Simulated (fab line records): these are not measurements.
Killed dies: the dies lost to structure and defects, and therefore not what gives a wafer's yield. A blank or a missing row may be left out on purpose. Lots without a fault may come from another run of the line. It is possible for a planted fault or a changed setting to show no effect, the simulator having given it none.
fab line records	flow sfq-line
record: lots: 7	wafers: 21	last-day: 92
route steps=325 shown JJ@186 M5@198
lots that met no fault: taken from a fault-free run of the same line
start-h: hours from the record's first day to the start of the lot's first wafer shown	wait-h: hours elapsed since this lot's preceding step	" the same as in the row above	L1.1+2: one row covering several wafers at once	- value missing, or start not given	* or withheld: withheld	< > ~ a bound
route shown NAME@n: a module of which the file shows steps, and the number in the route of the first	usual: mean/standard deviation of fault-free wafers	same: alike in all rows	chamber/n: place in a boat	sites: per-site readings	_std_site: the standard deviation of these	_edge_site: mean of outer sites minus mean of inner sites	radius-mm: how far each site lies from the wafer's centre	mask NAME#n: copy n	behind: the last tool/chamber to shape the wafer	hold: why the lot was held/for how many hours/how that ended	device: whichever transistor did not switch (one of n, p or np)	end of line: the tests these same wafers got at the end of their route	a step given without rows: its recipe and nothing more	killed: not the wafer's yield, but the dies lost to structure and defects at the first sort	map: a wafer's dies, x killed, . not, _ none there
set.NAME: the setting that was run; set.NAME@STEP: the one run at that earlier step	model.NAME: the simulator's own value behind a step, which no gauge read
lots at some steps of the route; a table a step, a row a wafer
services: when a tool's chamber went out of use (start-h, in hours from the record's first day, below 0 if earlier), for how many hours, and the reason
== steps ==
step: SFQ_TRILAYER_JJ_CE_LITHO_COAT_114
recipe: resist: KrF	spin-rpm: 3000	resist-thk-nm: 600
step: SFQ_TRILAYER_JJ_CE_LITHO_SOFTBAKE_118
recipe: temp-c: withheld	time-s: withheld	resist: KrF
step: SFQ_TRILAYER_JJ_CE_LITHO_EXPOSE_115
recipe: mask-id: J5	na: 0.6	source-shape: conventional	sigma-outer: 0.65	target-cd-nm: 700	dose-mj: 14.4
step: SFQ_TRILAYER_JJ_CE_LITHO_PEB_117
recipe: peb-temp-c: 115	peb-time-s: 60	resist: KrF
step: SFQ_TRILAYER_JJ_CE_LITHO_DEVELOP_116
recipe: time-s: 60	resist: KrF
step: SFQ_JJ_OVL_MEAS_931
usual: J5_OVL: -2/5.7
lot.wafer	tool	chamber	start-h	wait-h	J5_OVL[nm]
L962.1	overlay-01	-	1330.14	0.1	-16
L962.5	"	-	"	"	-6
L962.6	"	-	"	"	-9
L966.1	overlay-02	-	1346.94	0.1	-6
L966.2	"	-	"	"	1
L966.3	"	-	"	"	-7
L968.1	overlay-02	-	1355.34	0.1	-9
L968.2	"	-	"	"	-6
L968.4	"	-	"	"	-8
L969.4	overlay-02	-	1357.75	0.1	-10
L969.5	"	-	"	"	-8
L969.6	"	-	"	"	-6
L974.1	overlay-02	-	1403.34	0.1	-4
L974.3	"	-	"	"	-1
L974.4	"	-	"	"	3
L978.1	overlay-01	-	1416.54	0.1	12
L978.2	"	-	"	"	12
L978.5	"	-	"	"	13
L983.3	overlay-01	-	1449.12	0.1	-2
L983.4	"	-	"	"	-7
L983.5	"	-	"	"	-9
step: SFQ_TRILAYER_JJ_CE_METRO_MEASURE_117
usual: cd-nm: 700.4/1.1
lot.wafer	tool	chamber	start-h	wait-h	cd-nm
L962.1	cd-sem-01	-	1330.17	0.0	702.3
L962.5	"	-	"	"	701.6
L962.6	"	-	"	"	702.8
L966.1	cd-sem-01	-	1346.97	0.0	700.5
L966.2	"	-	"	"	701.3
L966.3	"	-	"	"	701.3
L968.1	cd-sem-01	-	1355.37	0.0	700.3
L968.2	"	-	"	"	700.3
L968.4	"	-	"	"	699.7
L969.4	cd-sem-02	-	1358.37	0.6	698.6
L969.5	"	-	"	"	699.5
L969.6	"	-	"	"	700.1
L974.1	cd-sem-01	-	1403.37	0.0	701.9
L974.3	"	-	"	"	700.6
L974.4	"	-	"	"	701.5
L978.1	cd-sem-01	-	1416.57	0.0	700.6
L978.2	"	-	"	"	699.6
L978.5	"	-	"	"	699.9
L983.3	cd-sem-02	-	1449.55	0.4	700.4
L983.4	"	-	"	"	699.7
L983.5	"	-	"	"	700.4
step: SFQ_TRILAYER_JJ_CE_BARC_OPEN_RIE_150
recipe: mask-material: PR	chemistry: O2	target-depth-nm: 240	target: BARC	icp-w: 600	bias-w: 80	pressure-mtorr: 10	time-s: 80
usual: drypump-motor-current-A: 5.4/0.33	he-backside-leak-sccm: 3.5/0.3	oes-product-au: 0.538/0.0046
lot.wafer	tool	chamber	start-h	wait-h	drypump-motor-current-A	he-backside-leak-sccm	oes-product-au	rf-hours-counter-h
L962.1	rie-metal-03	0	1331.37	1.0	5.2	3.0	0.540	15
L962.5	"	0	"	"	5.3	3.2	0.536	-
L962.6	"	1	"	"	5.5	3.6	0.538	-
L966.1	rie-metal-01	0	1348.17	1.0	5.8	3.4	0.542	55
L966.2	"	1	"	"	5.4	3.5	0.535	79
L966.3	"	0	"	"	5.9	3.5	0.537	-
L968.1	rie-metal-03	0	1356.57	1.0	5.3	3.2	0.534	18
L968.2	"	1	"	"	5.5	3.5	0.539	129
L968.4	"	1	"	"	5.5	3.3	0.533	-
L969.4	rie-metal-02	1	1359.00	0.4	4.7	3.5	0.533	-
L969.5	"	0	"	"	5.7	3.3	0.540	-
L969.6	"	1	"	"	4.7	3.4	0.532	-
L974.1	rie-metal-01	1	1404.57	1.0	5.4	3.6	0.533	86
L974.3	"	0	"	"	5.8	3.3	0.541	-
L974.4	"	1	"	"	5.4	3.7	0.546	-
L978.1	rie-metal-03	1	1417.77	1.0	5.5	3.6	0.546	138
L978.2	"	0	"	"	5.2	3.4	0.538	27
L978.5	"	0	"	"	5.2	3.3	0.545	-
L983.3	rie-metal-02	1	1450.38	0.6	4.7	3.5	0.548	-
L983.4	"	0	"	"	5.7	3.4	0.544	-
L983.5	"	1	"	"	4.7	3.6	0.540	-
step: SFQ_TRILAYER_JJ_CE_ETCH_RIE_118
recipe: target: Nb	stop-on: Al2O3	mask-material: PR	taper-deg: 13.257	over-etch-frac: 0.15	time-s: 97.7	chemistry: SF6	target-depth-nm: 170	icp-w: 600	bias-w: 80	pressure-mtorr: 10
usual: drypump-motor-current-A: 5.4/0.33	he-backside-leak-sccm: 3.44/0.19	oes-product-au: 0.990/0.0093
lot.wafer	tool	chamber	start-h	wait-h	drypump-motor-current-A	he-backside-leak-sccm	oes-product-au	rf-hours-counter-h
L962.1	rie-metal-03	0	1331.46	0.1	5.2	2.96	0.992	15
L962.5	"	0	"	"	5.2	3.06	0.977	-
L962.6	"	1	"	"	5.5	3.48	0.994	-
L966.1	rie-metal-01	0	1348.26	0.1	5.8	3.43	0.970	55
L966.2	"	1	"	"	5.4	3.55	0.988	79
L966.3	"	0	"	"	5.8	3.46	0.982	-
L968.1	rie-metal-03	0	1356.66	0.1	5.2	3.42	0.992	18
L968.2	"	1	"	"	5.5	3.44	1.002	129
L968.4	"	1	"	"	5.5	3.44	1.006	-
L969.4	rie-metal-02	1	1359.10	0.1	4.7	3.33	0.995	-
L969.5	"	0	"	"	5.7	3.33	0.981	-
L969.6	"	1	"	"	4.7	3.37	0.992	-
L974.1	rie-metal-01	1	1404.66	0.1	5.4	3.65	0.994	86
L974.3	"	0	"	"	5.9	3.65	0.970	-
L974.4	"	1	"	"	5.4	3.57	0.995	-
L978.1	rie-metal-03	1	1417.86	0.1	5.5	3.66	0.998	138
L978.2	"	0	"	"	5.3	2.95	0.984	27
L978.5	"	0	"	"	5.3	3.32	0.990	-
L983.3	rie-metal-02	1	1450.47	0.1	4.7	3.51	0.998	-
L983.4	"	0	"	"	5.7	3.25	0.987	-
L983.5	"	1	"	"	4.7	3.30	0.996	-
step: SFQ_TRILAYER_JJ_ANODIZE_ANODIZE_119
recipe: current-density-ma-cm2: withheld	end-current-density-ma-cm2: withheld	bath-temp-c: withheld
step: SFQ_TRILAYER_JJ_CE_STRIP_STRIP_120
recipe: gas: O2	power-w: 200	platen-temp-c: 40	overash-fraction: 0.65	chemistry: O2	pressure-mtorr: 50
usual: drypump-motor-current-A: 5.4/0.39	he-backside-leak-sccm: 3.5/0.34	oes-product-au: 1.001/0.014
lot.wafer	tool	chamber	start-h	wait-h	drypump-motor-current-A	he-backside-leak-sccm	oes-product-au	rf-hours-counter-h
L962.1	rie-metal-01	0	1332.07	0.0	5.8	3.3	0.970	52
L962.5	"	0	"	"	5.9	3.3	0.977	-
L962.6	"	1	"	"	5.4	3.7	1.012	-
L966.1	rie-metal-02	1	1348.87	0.0	4.7	3.6	1.007	9
L966.2	"	0	"	"	5.7	3.2	0.989	4
L966.3	"	1	"	"	4.7	3.6	1.019	-
L968.1	rie-metal-01	1	1357.27	0.0	5.4	3.6	1.017	80
L968.2	"	0	"	"	5.8	3.3	0.981	56
L968.4	"	0	"	"	5.8	3.2	0.989	-
L969.4	rie-metal-03	0	1359.87	0.2	5.2	3.2	1.011	-
L969.5	"	1	"	"	5.5	3.6	1.006	-
L969.6	"	0	"	"	5.2	3.1	1.002	-
L974.1	rie-metal-02	0	1405.27	0.0	5.7	3.3	0.996	12
L974.3	"	0	"	"	5.6	3.3	0.997	-
L974.4	"	1	"	"	4.7	3.7	1.013	-
L978.1	rie-metal-01	1	1418.47	0.0	5.4	3.7	1.015	88
L978.2	"	0	"	"	5.8	3.4	0.982	65
L978.5	"	1	"	"	5.4	3.7	1.010	-
L983.3	rie-metal-02	0	1451.25	0.2	5.6	3.4	0.982	-
L983.4	"	1	"	"	4.7	3.6	1.015	-
L983.5	"	0	"	"	5.7	3.4	0.982	-
step: SFQ_TRILAYER_JJ_CE_STRIP_SOLV_CLEAN_121
recipe: chemistry: NMP	temp-c: 70	time-s: 600
step: SFQ_TRILAYER_M5_LITHO_COAT_128
recipe: resist: BARC	spin-rpm: 3000	resist-thk-nm: 62
usual: spin-speed-rpm: 3000.0/2.1
lot.wafer	tool	chamber	start-h	wait-h	spin-speed-rpm	model.BARC_of_TRILAYER_M5_LITHO_COAT_128.thk-nm
L962.1	litho-track-04	0	1333.02	0.0	3002.0	62.24
L962.5	"	0	"	"	2998.9	62.19
L962.6	"	0	"	"	2999.1	62.26
L966.1	litho-track-04	0	1349.65	0.0	2999.3	65.28
L966.2	"	0	"	"	3001.8	65.29
L966.3	"	0	"	"	2999.1	65.31
L968.1	litho-track-04	0	1358.05	0.0	3002.4	65.52
L968.2	"	0	"	"	2999.2	65.36
L968.4	"	0	"	"	3002.0	65.2
L969.4	litho-track-04	0	1360.60	0.1	3000.9	65.47
L969.5	"	0	"	"	3001.7	65.46
L969.6	"	0	"	"	2996.4	65.44
L974.1	litho-track-03	0	1406.05	0.0	3000.1	62.05
L974.3	"	0	"	"	3000.6	62.18
L974.4	"	0	"	"	3000.4	61.97
L978.1	litho-track-01	0	1419.25	0.0	2996.5	61.99
L978.2	"	0	"	"	3006.6	61.95
L978.5	"	0	"	"	3003.5	61.86
L983.3	litho-track-03	0	1451.92	0.1	2999.5	62.15
L983.4	"	0	"	"	2997.4	62.1
L983.5	"	0	"	"	3000.5	62.23
step: SFQ_TRILAYER_M5_LITHO_COAT_123
recipe: resist: KrF	spin-rpm: 3000	resist-thk-nm: 600
step: SFQ_TRILAYER_M5_LITHO_SOFTBAKE_127
recipe: temp-c: withheld	time-s: withheld	resist: KrF
step: SFQ_TRILAYER_M5_LITHO_EXPOSE_124
recipe: mask-id: M5	na: 0.6	source-shape: conventional	sigma-outer: 0.65	target-cd-nm: 700	dose-mj: 14.4
step: SFQ_TRILAYER_M5_LITHO_PEB_126
recipe: peb-temp-c: 115	peb-time-s: 60	resist: KrF
step: SFQ_TRILAYER_M5_LITHO_DEVELOP_125
recipe: time-s: 60	resist: KrF
step: SFQ_M5_OVL_MEAS_932
usual: M5_OVL: -4/6.1
lot.wafer	tool	chamber	start-h	wait-h	M5_OVL[nm]
L962.1	overlay-02	-	1335.27	0.1	-9
L962.5	"	-	"	"	-11
L962.6	"	-	"	"	-5
L966.1	overlay-01	-	1351.90	0.1	-11
L966.2	"	-	"	"	-7
L966.3	"	-	"	"	-13
L968.1	overlay-01	-	1361.39	0.1	-17
L968.2	"	-	"	"	-10
L968.4	"	-	"	"	-11
L969.4	overlay-01	-	1363.81	0.1	8
L969.5	"	-	"	"	-1
L969.6	"	-	"	"	2
L974.1	overlay-02	-	1409.37	0.1	-1
L974.3	"	-	"	"	-1
L974.4	"	-	"	"	1
L978.1	overlay-02	-	1421.50	0.1	-5
L978.2	"	-	"	"	-6
L978.5	"	-	"	"	-6
L983.3	overlay-02	-	1456.34	0.1	0
L983.4	"	-	"	"	6
L983.5	"	-	"	"	1
step: SFQ_TRILAYER_M5_BARC_OPEN_METAL_ETCH_161
recipe: mask-material: PR	chemistry: O2	target-depth-nm: 125	target: BARC	icp-w: 600	bias-w: 80	pressure-mtorr: 10	time-s: 41.7
usual: drypump-motor-current-A: 5.2/0.34	he-backside-leak-sccm: 3.42/0.22	oes-product-au: 0.685/0.0042
lot.wafer	tool	chamber	start-h	wait-h	drypump-motor-current-A	he-backside-leak-sccm	oes-product-au	rf-hours-counter-h	model.etch.depth-nm
L962.1	rie-metal-04	1	1335.31	0.0	5.3	3.00	0.688	0	62.24
L962.5	"	0	"	"	5.0	3.65	0.688	-	62.19
L962.6	"	1	"	"	5.3	3.02	0.688	-	62.26
L966.1	rie-metal-02	0	1351.93	0.0	5.7	3.34	0.699	5	65.28
L966.2	"	1	"	"	4.7	3.56	0.701	9	65.29
L966.3	"	1	"	"	4.7	3.47	0.703	-	65.31
L968.1	rie-metal-02	1	1361.57	0.2	4.7	3.56	0.702	11	65.52
L968.2	"	0	"	"	5.6	3.34	0.704	6	65.36
L968.4	"	1	"	"	4.7	3.39	0.705	-	65.2
L969.4	rie-metal-02	0	1363.84	0.0	5.7	3.28	0.707	-	65.47
L969.5	"	1	"	"	4.7	3.63	0.701	-	65.46
L969.6	"	0	"	"	5.7	3.34	0.704	-	65.44
L974.1	rie-metal-03	0	1409.40	0.0	5.2	3.00	0.689	25	62.05
L974.3	"	1	"	"	5.5	3.32	0.689	-	62.18
L974.4	"	0	"	"	5.2	3.12	0.687	-	61.97
L978.1	rie-metal-04	1	1421.53	0.0	5.3	3.04	0.682	13	61.99
L978.2	"	0	"	"	5.0	3.75	0.685	52	61.95
L978.5	"	1	"	"	5.3	3.18	0.681	-	61.86
L983.3	rie-metal-03	0	1456.38	0.0	5.2	3.34	0.685	-	62.15
L983.4	"	1	"	"	5.5	3.61	0.688	-	62.1
L983.5	"	0	"	"	5.2	3.34	0.686	-	62.23
step: SFQ_TRILAYER_M5_ETCH_METAL_ETCH_126
recipe: target: Nb	stop-on: SiO2	mask-material: PR	over-etch-frac: 0.15	time-s: 203.2	chemistry: Cl2/BCl3	target-depth-nm: 265	icp-w: 600	bias-w: 80	pressure-mtorr: 10
usual: drypump-motor-current-A: 5.2/0.34	he-backside-leak-sccm: 3.4/0.36	oes-product-au: 0.727/0.0052
lot.wafer	tool	chamber	start-h	wait-h	drypump-motor-current-A	he-backside-leak-sccm	oes-product-au	rf-hours-counter-h
L962.1	rie-metal-04	1	1335.37	0.0	5.3	3.2	0.723	0
L962.5	"	0	"	"	5.0	3.6	0.721	-
L962.6	"	1	"	"	5.3	3.3	0.725	-
L966.1	rie-metal-02	0	1351.99	0.0	5.6	3.3	0.724	5
L966.2	"	1	"	"	4.7	3.6	0.726	9
L966.3	"	1	"	"	4.7	3.5	0.725	-
L968.1	rie-metal-02	1	1361.63	0.0	4.7	3.6	0.727	11
L968.2	"	0	"	"	5.7	3.3	0.726	6
L968.4	"	1	"	"	4.7	3.6	0.735	-
L969.4	rie-metal-02	0	1363.95	0.1	5.6	3.3	0.739	-
L969.5	"	1	"	"	4.7	3.6	0.730	-
L969.6	"	0	"	"	5.7	3.3	0.728	-
L974.1	rie-metal-03	0	1409.46	0.0	5.2	3.3	0.724	25
L974.3	"	1	"	"	5.5	3.7	0.728	-
L974.4	"	0	"	"	5.2	3.2	0.734	-
L978.1	rie-metal-04	1	1421.59	0.0	5.3	3.3	0.725	14
L978.2	"	0	"	"	5.1	3.8	0.729	52
L978.5	"	1	"	"	5.3	3.1	0.725	-
L983.3	rie-metal-03	0	1456.49	0.1	5.2	3.2	0.726	-
L983.4	"	1	"	"	5.5	3.6	0.724	-
L983.5	"	0	"	"	5.2	3.2	0.723	-
== services ==
tool	chamber	start-h	hours	kind
cd-sem-02	-	1307.17	1.1	pm
rie-metal-04	1	1310.85	-	clean
rie-metal-04	1	1310.85	-	consumable-replace:focus-ring
rie-metal-04	1	1310.85	23.8	scheduled-down
rie-metal-04	1	1310.85	23.8	vent-cycle
cd-sem-02	-	1331.05	1.0	pm
rie-metal-04	-	1361.15	0.5	repair
cd-sem-01	-	1361.77	0.5	pm
rie-metal-01	1	1363.26	3.7	repair
cd-sem-02	-	1403.08	0.5	pm
cd-sem-02	-	1405.26	0.6	pm
cd-sem-02	-	1424.69	2.3	repair
cd-sem-01	-	1430.07	2.3	pm
cd-sem-01	-	1448.45	0.2	pm
== key ==
first-sign: step: SFQ_TRILAYER_M5_BARC_OPEN_METAL_ETCH_161	reading: oes-product-au	direction: up	sigmas: 4.1	usual: 0.685	struck: 0.703
effect none on later readings
model-effect: step: SFQ_TRILAYER_M5_LITHO_COAT_128	value: BARC_of_TRILAYER_M5_LITHO_COAT_128.thk-nm	without: 61.97	struck: 65.37
model-effect: step: SFQ_TRILAYER_M5_BARC_OPEN_METAL_ETCH_161	value: etch.depth-nm	without: 61.97	struck: 65.37
met-at SFQ_TRILAYER_M5_LITHO_COAT_128
struck-wafers L966.1,L966.2,L966.3,L968.1,L968.2,L968.4,L969.4,L969.5,L969.6
onset-between 1333.02 1349.65
also-fits SFQ_TRILAYER_M5_BARC_OPEN_METAL_ETCH_161:rie-metal-02
fault: kind: process-parameter-drift	tool: litho-track-04	chamber: -	onset-h: 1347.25	steps: SFQ_TRILAYER_M5_LITHO_COAT_128	channel: resist-thk-nm	offset: 3.4065	shape: step	end-h: 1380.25	acts-in: these-recipes-only	stated: 62
